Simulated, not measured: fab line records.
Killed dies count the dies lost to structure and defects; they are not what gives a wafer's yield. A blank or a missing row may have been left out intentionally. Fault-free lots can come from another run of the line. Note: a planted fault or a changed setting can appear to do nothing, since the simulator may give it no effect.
8D (eight disciplines) problem report, filled in by code ; flow sky130 ; the parts of the form that need people (team, actions taken, sign-off) are left out

== 1. PROBLEM STATEMENT ==
At SKY_RES_PROTECT_STRIP_07, strip-time-to-endpoint-s averages 22.60 s over 3 wafers from 3 lots, while fault-free wafers read 23.26 s, standard deviation 0.041. Relative to the usual mean, that is a shift of -16 standard deviations.
The step: strips in O2/N2.
First observed at day 19 22:12: wafer L860.1, on plasma-asher-01. At this step, 38 wafers from 13 lots have a number in the record. The rule behind "out" and "out of limits": a value lying over 4 standard deviations away from the usual mean. All remaining wafers that have a number are taken as sound.

== 2. WHAT IT IS AND WHAT IT IS NOT ==
question;is;is not
which readings at this step;strip-time-to-endpoint-s;drypump-motor-current-A
which lots;L859, L860, L861;L847, L849, L850, L851, L852, L856, L863, L865, L866, L870
which wafers of those lots;L859.1, L860.1, L861.1;L859.2, L859.6, L860.2, L860.3, L861.2
read on which tools;plasma-asher-01, plasma-asher-04;plasma-asher-03
when;from day 19 22:12;"up to then (20 sound wafers); but 15 sound wafers of L859, L861, L863, L865, L866, L870 came after"

== 3. SUSPECTS, AND WHAT RULES EACH OUT ==
Counting: if a tool at a process step up to the reading ran every lot that is out, it stays a suspect. Sound lots after the first of them don't rule it out here, since some wafers of a struck lot are sound.
- implanter-04 at SKY_POLY_GATE_IMPLANT_02: kept. Every lot that is out went through it, the first being L860 (day 19 22:03); the last sound lot it ran before that was L856 (day 19 12:18).
Remaining after the count: implanter-04 at SKY_POLY_GATE_IMPLANT_02.

== 4. THE CAUSE (what the simulator had put in) ==
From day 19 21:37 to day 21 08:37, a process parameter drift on implanter-04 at SKY_POLY_GATE_IMPLANT_02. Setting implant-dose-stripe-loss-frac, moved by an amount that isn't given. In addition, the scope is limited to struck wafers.
This tool alone remained once counting was done.

== 5. SEQUENCE OF EFFECTS, ordered by route ==
Each row: a reading where the mean over the struck wafers with a number is more than 3 standard deviations away from the usual. Readings are gone through only where the record gives a usual standard deviation; hours: the median, over the lots, of the time from a lot's start at the first step in this table giving one to that lot's start at this step; sigmas: the change measured in usual standard deviations.
hours;step;reading;usual;on struck wafers;change;sigmas
0;SKY_RES_PROTECT_STRIP_07;strip-time-to-endpoint-s;23.26 s;22.60;-0.66;-16
The process steps in it:
- SKY_RES_PROTECT_STRIP_07: strips in O2/N2.
Later measuring or inspecting steps at which every struck wafer that the step has a row for has a number for every such reading, and none has moved that far: SKY_POLY_GATE_CD_MEAS_13.

== 6. HOW IT WOULD HAVE BEEN CAUGHT EARLIER ==
In this record the first reading out of limits was taken at day 19 22:12, 1 hour after the fault began at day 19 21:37.
Among the 3 lots that are out, L859, L861 began SKY_POLY_GATE_IMPLANT_02 on implanter-04 after day 19 22:12. A hold on the tool at that time would have spared those 2.
